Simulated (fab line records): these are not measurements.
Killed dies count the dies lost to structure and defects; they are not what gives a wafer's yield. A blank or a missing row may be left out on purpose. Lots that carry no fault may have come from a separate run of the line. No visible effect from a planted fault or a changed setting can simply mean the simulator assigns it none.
Which tool did it? || flow sky130 || Sampling: 24 lots, 72 wafers, 5 of 708 route steps

## WHAT EACH GAUGE READ, for each wafer
SKY_CONTACT_THK_MEAS_03.
{"lot": "L074", "measured": "day 30 16:46", "on": "film metro-04", "CONTACT_HDPCVD_THK (nm)": "565 570 562"}
{"lot": "L075", "measured": "day 31 05:58", "on": "film metro-04", "CONTACT_HDPCVD_THK (nm)": "550 554 563"}
{"lot": "L076", "measured": "day 31 15:14", "on": "film metro-04", "CONTACT_HDPCVD_THK (nm)": "562 562 559"}
{"lot": "L077", "measured": "day 31 23:37", "on": "film metro-01", "CONTACT_HDPCVD_THK (nm)": "567 571 575"}
{"lot": "L078", "measured": "day 32 00:11", "on": "film metro-03", "CONTACT_HDPCVD_THK (nm)": "564 569 568"}
{"lot": "L079", "measured": "day 32 18:11", "on": "film metro-03", "CONTACT_HDPCVD_THK (nm)": "559 562 561"}
{"lot": "L080", "measured": "day 32 20:09", "on": "film metro-04", "CONTACT_HDPCVD_THK (nm)": "568 570 568"}
{"lot": "L081", "measured": "day 33 01:01", "on": "film metro-01", "CONTACT_HDPCVD_THK (nm)": "565 559 558"}
{"lot": "L082", "measured": "day 33 08:57", "on": "film metro-01", "CONTACT_HDPCVD_THK (nm)": "557 555 555"}
{"lot": "L083", "measured": "day 33 18:43", "on": "film metro-04", "CONTACT_HDPCVD_THK (nm)": "554 551 559"}
{"lot": "L084", "measured": "day 33 22:10", "on": "film metro-01", "CONTACT_HDPCVD_THK (nm)": "561 563 558"}
{"lot": "L085", "measured": "day 34 07:31", "on": "film metro-04", "CONTACT_HDPCVD_THK (nm)": "559 558 554"}
{"lot": "L087", "measured": "day 34 20:07", "on": "film metro-04", "CONTACT_HDPCVD_THK (nm)": "561 559 565"}
{"lot": "L086", "measured": "day 34 22:26", "on": "film metro-04", "CONTACT_HDPCVD_THK (nm)": "569 559 560"}
{"lot": "L088", "measured": "day 35 00:05", "on": "film metro-04", "CONTACT_HDPCVD_THK (nm)": "564 562 566"}
{"lot": "L089", "measured": "day 35 15:35", "on": "film metro-03", "CONTACT_HDPCVD_THK (nm)": "567 570 569"}
{"lot": "L090", "measured": "day 35 22:49", "on": "film metro-03", "CONTACT_HDPCVD_THK (nm)": "570 562 571"}
{"lot": "L091", "measured": "day 36 01:26", "on": "film metro-03", "CONTACT_HDPCVD_THK (nm)": "568 570 560"}
{"lot": "L092", "measured": "day 36 07:11", "on": "film metro-03", "CONTACT_HDPCVD_THK (nm)": "556 568 564"}
{"lot": "L093", "measured": "day 36 22:58", "on": "film metro-04", "CONTACT_HDPCVD_THK (nm)": "566 577 566"}
{"lot": "L094", "measured": "day 37 00:32", "on": "film metro-01", "CONTACT_HDPCVD_THK (nm)": "576 572 576"}
{"lot": "L095", "measured": "day 37 02:57", "on": "film metro-01", "CONTACT_HDPCVD_THK (nm)": "544 560 556"}
{"lot": "L096", "measured": "day 37 13:18", "on": "film metro-03", "CONTACT_HDPCVD_THK (nm)": "563 565 568"}
{"lot": "L097", "measured": "day 37 21:15", "on": "film metro-04", "CONTACT_HDPCVD_THK (nm)": "559 555 550"}

SKY_CONTACT_THK_MEAS_26: measures by xrf.
{"lot": "L074", "measured": "day 31 22:29", "on": "film metro-04", "CONTACT_W_THK (nm)": "340 345 341"}
{"lot": "L075", "measured": "day 32 11:05", "on": "film metro-04", "CONTACT_W_THK (nm)": "339 336 342"}
{"lot": "L076", "measured": "day 32 20:01", "on": "film metro-03", "CONTACT_W_THK (nm)": "341 349 348"}
{"lot": "L077", "measured": "day 33 04:48", "on": "film metro-04", "CONTACT_W_THK (nm)": "339 340 332"}
{"lot": "L078", "measured": "day 33 08:58", "on": "film metro-04", "CONTACT_W_THK (nm)": "345 345 343"}
{"lot": "L079", "measured": "day 33 23:03", "on": "film metro-03", "CONTACT_W_THK (nm)": "340 345 351"}
{"lot": "L080", "measured": "day 34 00:56", "on": "film metro-03", "CONTACT_W_THK (nm)": "344 339 350"}
{"lot": "L081", "measured": "day 34 05:17", "on": "film metro-03", "CONTACT_W_THK (nm)": "345 341 349"}
{"lot": "L082", "measured": "day 34 13:21", "on": "film metro-03", "CONTACT_W_THK (nm)": "338 345 344"}
{"lot": "L083", "measured": "day 34 23:10", "on": "film metro-03", "CONTACT_W_THK (nm)": "346 341 340"}
{"lot": "L084", "measured": "day 35 01:59", "on": "film metro-03", "CONTACT_W_THK (nm)": "349 346 351"}
{"lot": "L085", "measured": "day 35 11:33", "on": "film metro-04", "CONTACT_W_THK (nm)": "348 338 341"}
{"lot": "L087", "measured": "day 36 00:27", "on": "film metro-04", "CONTACT_W_THK (nm)": "345 337 339"}
{"lot": "L086", "measured": "day 36 02:24", "on": "film metro-04", "CONTACT_W_THK (nm)": "344 341 337"}
{"lot": "L088", "measured": "day 36 03:40", "on": "film metro-03", "CONTACT_W_THK (nm)": "342 345 340"}
{"lot": "L089", "measured": "day 36 19:12", "on": "film metro-03", "CONTACT_W_THK (nm)": "342 340 342"}
{"lot": "L090", "measured": "day 37 02:31", "on": "film metro-01", "CONTACT_W_THK (nm)": "336 337 334"}
{"lot": "L091", "measured": "day 37 04:59", "on": "film metro-04", "CONTACT_W_THK (nm)": "341 341 341"}
{"lot": "L092", "measured": "day 37 10:13", "on": "film metro-01", "CONTACT_W_THK (nm)": "340 336 340"}
{"lot": "L093", "measured": "day 38 02:17", "on": "film metro-04", "CONTACT_W_THK (nm)": "338 345 346"}
{"lot": "L094", "measured": "day 38 03:43", "on": "film metro-04", "CONTACT_W_THK (nm)": "342 336 340"}
{"lot": "L095", "measured": "day 38 06:28", "on": "film metro-03", "CONTACT_W_THK (nm)": "337 341 342"}
{"lot": "L096", "measured": "day 38 16:41", "on": "film metro-01", "CONTACT_W_THK (nm)": "348 342 338"}
{"lot": "L097", "measured": "day 39 00:02", "on": "film metro-04", "CONTACT_W_THK (nm)": "344 345 339"}

SKY_VIA1_BOW_MEAS_03.
{"lot": "L074", "measured": "day 33 03:31", "on": "film metro-02", "VIA1_BOW (um)": "73 72 77"}
{"lot": "L075", "measured": "day 33 16:04", "on": "film metro-01", "VIA1_BOW (um)": "71 78 80"}
{"lot": "L076", "measured": "day 34 01:29", "on": "film metro-02", "VIA1_BOW (um)": "87 79 81"}
{"lot": "L077", "measured": "day 34 09:59", "on": "film metro-02", "VIA1_BOW (um)": "80 86 74"}
{"lot": "L078", "measured": "day 34 14:01", "on": "film metro-04", "VIA1_BOW (um)": "79 85 76"}
{"lot": "L079", "measured": "day 35 03:36", "on": "film metro-04", "VIA1_BOW (um)": "77 93 76"}
{"lot": "L080", "measured": "day 35 05:31", "on": "film metro-02", "VIA1_BOW (um)": "79 81 81"}
{"lot": "L081", "measured": "day 35 09:28", "on": "film metro-02", "VIA1_BOW (um)": "85 74 79"}
{"lot": "L082", "measured": "day 35 17:15", "on": "film metro-04", "VIA1_BOW (um)": "82 88 81"}
{"lot": "L083", "measured": "day 36 03:47", "on": "film metro-04", "VIA1_BOW (um)": "88 80 75"}
{"lot": "L084", "measured": "day 36 06:32", "on": "film metro-01", "VIA1_BOW (um)": "84 90 92"}
{"lot": "L085", "measured": "day 36 16:02", "on": "film metro-02", "VIA1_BOW (um)": "87 83 86"}
{"lot": "L087", "measured": "day 37 04:37", "on": "film metro-02", "VIA1_BOW (um)": "79 81 78"}
{"lot": "L086", "measured": "day 37 06:23", "on": "film metro-01", "VIA1_BOW (um)": "83 92 81"}
{"lot": "L088", "measured": "day 37 07:10", "on": "film metro-01", "VIA1_BOW (um)": "71 74 79"}
{"lot": "L089", "measured": "day 37 22:30", "on": "film metro-02", "VIA1_BOW (um)": "97 88 84"}
{"lot": "L090", "measured": "day 38 06:40", "on": "film metro-01", "VIA1_BOW (um)": "73 83 81"}
{"lot": "L091", "measured": "day 38 09:15", "on": "film metro-02", "VIA1_BOW (um)": "82 77 69"}
{"lot": "L092", "measured": "day 38 14:30", "on": "film metro-01", "VIA1_BOW (um)": "74 81 81"}
{"lot": "L093", "measured": "day 39 05:50", "on": "film metro-02", "VIA1_BOW (um)": "76 82 72"}
{"lot": "L094", "measured": "day 39 07:13", "on": "film metro-01", "VIA1_BOW (um)": "79 92 78"}
{"lot": "L095", "measured": "day 39 09:47", "on": "film metro-02", "VIA1_BOW (um)": "79 94 82"}
{"lot": "L096", "measured": "day 39 20:11", "on": "film metro-04", "VIA1_BOW (um)": "84 77 82"}
{"lot": "L097", "measured": "day 40 02:17", "on": "film metro-01", "VIA1_BOW (um)": "70 74 71"}

SKY_VIA2_BOW_MEAS_03.
{"lot": "L074", "measured": "day 35 12:33", "on": "film metro-03", "VIA2_BOW (um)": "83 80 84"}
{"lot": "L075", "measured": "day 36 00:16", "on": "film metro-03", "VIA2_BOW (um)": "77 83 86"}
{"lot": "L076", "measured": "day 36 08:58", "on": "film metro-04", "VIA2_BOW (um)": "91 83 87"}
{"lot": "L077", "measured": "day 36 17:26", "on": "film metro-03", "VIA2_BOW (um)": "84 89 77"}
{"lot": "L078", "measured": "day 36 21:32", "on": "film metro-03", "VIA2_BOW (um)": "83 87 79"}
{"lot": "L079", "measured": "day 37 10:50", "on": "film metro-03", "VIA2_BOW (um)": "82 96 81"}
{"lot": "L080", "measured": "day 37 13:17", "on": "film metro-04", "VIA2_BOW (um)": "86 87 88"}
{"lot": "L081", "measured": "day 37 16:13", "on": "film metro-01", "VIA2_BOW (um)": "90 80 85"}
{"lot": "L082", "measured": "day 38 00:05", "on": "film metro-03", "VIA2_BOW (um)": "82 91 82"}
{"lot": "L083", "measured": "day 38 10:41", "on": "film metro-01", "VIA2_BOW (um)": "89 83 76"}
{"lot": "L084", "measured": "day 38 12:38", "on": "film metro-03", "VIA2_BOW (um)": "89 97 98"}
{"lot": "L085", "measured": "day 38 21:34", "on": "film metro-04", "VIA2_BOW (um)": "97 93 95"}
{"lot": "L087", "measured": "day 39 10:29", "on": "film metro-04", "VIA2_BOW (um)": "86 90 86"}
{"lot": "L086", "measured": "day 39 12:54", "on": "film metro-04", "VIA2_BOW (um)": "92 101 90"}
{"lot": "L088", "measured": "day 39 13:15", "on": "film metro-04", "VIA2_BOW (um)": "81 83 87"}
{"lot": "L089", "measured": "day 40 04:01", "on": "film metro-01", "VIA2_BOW (um)": "101 92 88"}
{"lot": "L090", "measured": "day 40 10:26", "on": "film metro-03", "VIA2_BOW (um)": "76 87 85"}
{"lot": "L091", "measured": "day 40 13:27", "on": "film metro-04", "VIA2_BOW (um)": "88 82 75"}
{"lot": "L092", "measured": "day 40 19:26", "on": "film metro-04", "VIA2_BOW (um)": "81 87 87"}
{"lot": "L093", "measured": "day 41 09:14", "on": "film metro-04", "VIA2_BOW (um)": "82 88 79"}
{"lot": "L094", "measured": "day 41 12:03", "on": "film metro-03", "VIA2_BOW (um)": "82 95 82"}
{"lot": "L095", "measured": "day 41 14:25", "on": "film metro-03", "VIA2_BOW (um)": "83 98 85"}
{"lot": "L096", "measured": "day 41 22:45", "on": "film metro-03", "VIA2_BOW (um)": "84 77 82"}
{"lot": "L097", "measured": "day 42 08:03", "on": "film metro-03", "VIA2_BOW (um)": "77 80 79"}

## TOOL THAT RAN EACH LOT (tool first, then ch and the chambers of the sampled wafers, then the start)
{"lot": "L074", "SKY_METAL2_ETCH_18": "rie metal-02 ch 1, day 35 10:59"}
{"lot": "L075", "SKY_METAL2_ETCH_18": "rie metal-02 ch 0,1, day 35 23:00"}
{"lot": "L076", "SKY_METAL2_ETCH_18": "rie metal-01 ch 0,1, day 36 07:43"}
{"lot": "L077", "SKY_METAL2_ETCH_18": "rie metal-01 ch 0,1, day 36 16:10"}
{"lot": "L078", "SKY_METAL2_ETCH_18": "rie metal-01 ch 0,1, day 36 20:16"}
{"lot": "L079", "SKY_METAL2_ETCH_18": "rie metal-01 ch 0, day 37 09:36"}
{"lot": "L080", "SKY_METAL2_ETCH_18": "rie metal-02 ch 0,1, day 37 12:01"}
{"lot": "L081", "SKY_METAL2_ETCH_18": "rie metal-01 ch 0,1, day 37 14:56"}
{"lot": "L082", "SKY_METAL2_ETCH_18": "rie metal-01 ch 0,1, day 37 22:49"}
{"lot": "L083", "SKY_METAL2_ETCH_18": "rie metal-01 ch 0,1, day 38 09:25"}
{"lot": "L084", "SKY_METAL2_ETCH_18": "rie metal-02 ch 0,1, day 38 11:19"}
{"lot": "L085", "SKY_METAL2_ETCH_18": "rie metal-03 ch 0,1, day 38 20:18"}
{"lot": "L087", "SKY_METAL2_ETCH_18": "rie metal-03 ch 0,1, day 39 09:15"}
{"lot": "L086", "SKY_METAL2_ETCH_18": "rie metal-02 ch 0,1, day 39 11:34"}
{"lot": "L088", "SKY_METAL2_ETCH_18": "rie metal-01 ch 0,1, day 39 11:56"}
{"lot": "L089", "SKY_METAL2_ETCH_18": "rie metal-03 ch 0,1, day 40 02:45"}
{"lot": "L090", "SKY_METAL2_ETCH_18": "rie metal-02 ch 0,1, day 40 09:10"}
{"lot": "L091", "SKY_METAL2_ETCH_18": "rie metal-01 ch 0,1, day 40 12:12"}
{"lot": "L092", "SKY_METAL2_ETCH_18": "rie metal-02 ch 0,1, day 40 18:10"}
{"lot": "L093", "SKY_METAL2_ETCH_18": "rie metal-03 ch 0,1, day 41 07:54"}
{"lot": "L094", "SKY_METAL2_ETCH_18": "rie metal-01 ch 0,1, day 41 10:49"}
{"lot": "L095", "SKY_METAL2_ETCH_18": "rie metal-01 ch 1, day 41 13:10"}
{"lot": "L096", "SKY_METAL2_ETCH_18": "rie metal-03 ch 0,1, day 41 21:30"}
{"lot": "L097", "SKY_METAL2_ETCH_18": "rie metal-01 ch 0,1, day 42 06:47"}
- SKY_METAL2_ETCH_18: etches BARC in N2/H2, stops on SiO2, time 45.9 s, target depth 60 nm.

## AS READ BY THE TOOLS THEMSELVES (means over the sampled wafers that have a number; for cases with no such wafer, the mark the record gives instead)
SKY_METAL2_ETCH_18.
{"lot": "L074", "tool": "rie metal-02", "drypump motor current A (A)": 5.9, "oes product au (a.u.)": 0.852, "throttle valve pct (%)": 13.228}
{"lot": "L075", "tool": "rie metal-02", "drypump motor current A (A)": 5.8, "oes product au (a.u.)": 0.861, "throttle valve pct (%)": 13.226}
{"lot": "L076", "tool": "rie metal-01", "drypump motor current A (A)": 5.1, "oes product au (a.u.)": 0.853, "throttle valve pct (%)": 13.229}
{"lot": "L077", "tool": "rie metal-01", "drypump motor current A (A)": 5.5, "oes product au (a.u.)": 0.853, "throttle valve pct (%)": 13.224}
{"lot": "L078", "tool": "rie metal-01", "drypump motor current A (A)": 5.1, "oes product au (a.u.)": 0.855, "throttle valve pct (%)": 13.229}
{"lot": "L079", "tool": "rie metal-01", "drypump motor current A (A)": 4.7, "oes product au (a.u.)": 0.853, "throttle valve pct (%)": 13.228}
{"lot": "L080", "tool": "rie metal-02", "drypump motor current A (A)": 5.6, "oes product au (a.u.)": 0.857, "throttle valve pct (%)": 13.226}
{"lot": "L081", "tool": "rie metal-01", "drypump motor current A (A)": 5.1, "oes product au (a.u.)": 0.859, "throttle valve pct (%)": 13.221}
{"lot": "L082", "tool": "rie metal-01", "drypump motor current A (A)": 5.1, "oes product au (a.u.)": 0.855, "throttle valve pct (%)": 13.224}
{"lot": "L083", "tool": "rie metal-01", "drypump motor current A (A)": 5.1, "oes product au (a.u.)": 0.856, "throttle valve pct (%)": 13.227}
{"lot": "L084", "tool": "rie metal-02", "drypump motor current A (A)": 5.8, "oes product au (a.u.)": 0.854, "throttle valve pct (%)": 13.228}
{"lot": "L085", "tool": "rie metal-03", "drypump motor current A (A)": 5.5, "oes product au (a.u.)": 0.852, "throttle valve pct (%)": 13.224}
{"lot": "L087", "tool": "rie metal-03", "drypump motor current A (A)": 5.8, "oes product au (a.u.)": 0.851, "throttle valve pct (%)": 13.229}
{"lot": "L086", "tool": "rie metal-02", "drypump motor current A (A)": 5.7, "oes product au (a.u.)": 0.852, "throttle valve pct (%)": 13.226}
{"lot": "L088", "tool": "rie metal-01", "drypump motor current A (A)": 5.5, "oes product au (a.u.)": 0.850, "throttle valve pct (%)": 13.228}
{"lot": "L089", "tool": "rie metal-03", "drypump motor current A (A)": 5.5, "oes product au (a.u.)": 0.855, "throttle valve pct (%)": 13.232}
{"lot": "L090", "tool": "rie metal-02", "drypump motor current A (A)": 5.8, "oes product au (a.u.)": 0.858, "throttle valve pct (%)": 13.225}
{"lot": "L091", "tool": "rie metal-01", "drypump motor current A (A)": 5.5, "oes product au (a.u.)": 0.856, "throttle valve pct (%)": 13.220}
{"lot": "L092", "tool": "rie metal-02", "drypump motor current A (A)": 5.6, "oes product au (a.u.)": 0.855, "throttle valve pct (%)": 13.215}
{"lot": "L093", "tool": "rie metal-03", "drypump motor current A (A)": 5.8, "oes product au (a.u.)": 0.854, "throttle valve pct (%)": 13.218}
{"lot": "L094", "tool": "rie metal-01", "drypump motor current A (A)": 5.1, "oes product au (a.u.)": 0.858, "throttle valve pct (%)": 13.228}
{"lot": "L095", "tool": "rie metal-01", "drypump motor current A (A)": 5.9, "oes product au (a.u.)": 0.857, "throttle valve pct (%)": 13.229}
{"lot": "L096", "tool": "rie metal-03", "drypump motor current A (A)": 5.8, "oes product au (a.u.)": 0.856, "throttle valve pct (%)": 13.231}
{"lot": "L097", "tool": "rie metal-01", "drypump motor current A (A)": 5.1, "oes product au (a.u.)": 0.860, "throttle valve pct (%)": 13.225}

## THE ANSWER, worked out from the rows above alone
Rule: the lots themselves supply what counts as usual. Put in order of their means at a reading, lots are off if they are a third of the lots or fewer, leave a main group of 4 or more, and stand apart from it by a gap of 3 or more times the standard deviation of the main group's means; of several such gaps the widest counts. The tables above print the reading to a certain number of digits; a main group whose means all agree to those digits is not used. Also off: a lot with no number at a reading for which 4 or more lots have one. All remaining lots with rows at the step are treated as sound. After the gauges, taken in route order, come the tools' own readings; for these a lot's mean is taken, as printed above. At the first step where some lot is off, the reading lying furthest off is the one used; lots without a number count as furthest.
None of the lots is off at any reading shown; this tells nothing.

## WHAT THE SIMULATOR HAD PUT IN
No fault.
